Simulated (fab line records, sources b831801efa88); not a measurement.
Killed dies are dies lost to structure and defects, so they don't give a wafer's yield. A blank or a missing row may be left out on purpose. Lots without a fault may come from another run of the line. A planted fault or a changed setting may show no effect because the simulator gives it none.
Which tool did it? | flow sky130 | 12 lots, 36 wafers sampled, at 1 step of a route of 708

WHAT THE GAUGES READ, wafer by wafer
SKY_VT_ADJUST_LVTN_OVL_MEAS_18.
lot  | measured     | on         | VT_ADJUST_LVTN_01_OVL (nm)
L075 | day 8 00:35  | overlay-01 | -0.9 -0.5 -1.7
L077 | day 8 13:37  | overlay-01 | 1.3 0.2 1.2
L079 | day 9 06:34  | overlay-02 | -0.4 -0.7 -0.3
L081 | day 9 15:04  | overlay-02 | 1.1 0.2 -1.5
L083 | day 10 07:59 | overlay-02 | -1.2 -0.1 -0.9
L085 | day 10 17:57 | overlay-02 | 0.3 1.2 2.2
L087 | day 11 07:02 | overlay-02 | 1.1 1.0 2.6
L089 | day 11 21:24 | overlay-02 | -0.7 -2.7 -3.8
L091 | day 12 22:27 | overlay-01 | -1.8 -2.4 -1.8
L093 | day 13 00:58 | overlay-02 | -2.9 -2.2 -1.6
L095 | day 13 14:48 | overlay-02 | -0.6 -1.3 -0.2
L097 | day 14 04:08 | overlay-01 | 0.0 1.7 0.4

WHICH TOOL RAN EACH LOT (tool, then ch and the chambers of the sampled wafers, then the start)
The record holds no process step before these readings.

THE ANSWER, worked out from the rows above alone
Rule: what is usual is taken from the lots themselves. Put in order of their means at a reading, lots are off if they are a third of the lots or fewer, leave a main group of 4 or more, and stand apart from it by a gap of 3 or more times the standard deviation of the main group's means; of several such gaps the widest counts. A main group whose means are all the same, to the digits that the tables above print for the reading, isn't used. A lot without any number at a reading at which 4 lots or more have one is off too. The other lots that the step has rows for count as sound.
No lot is off at any reading shown: from this, nothing can be told.

WHAT THE SIMULATOR HAD PUT IN
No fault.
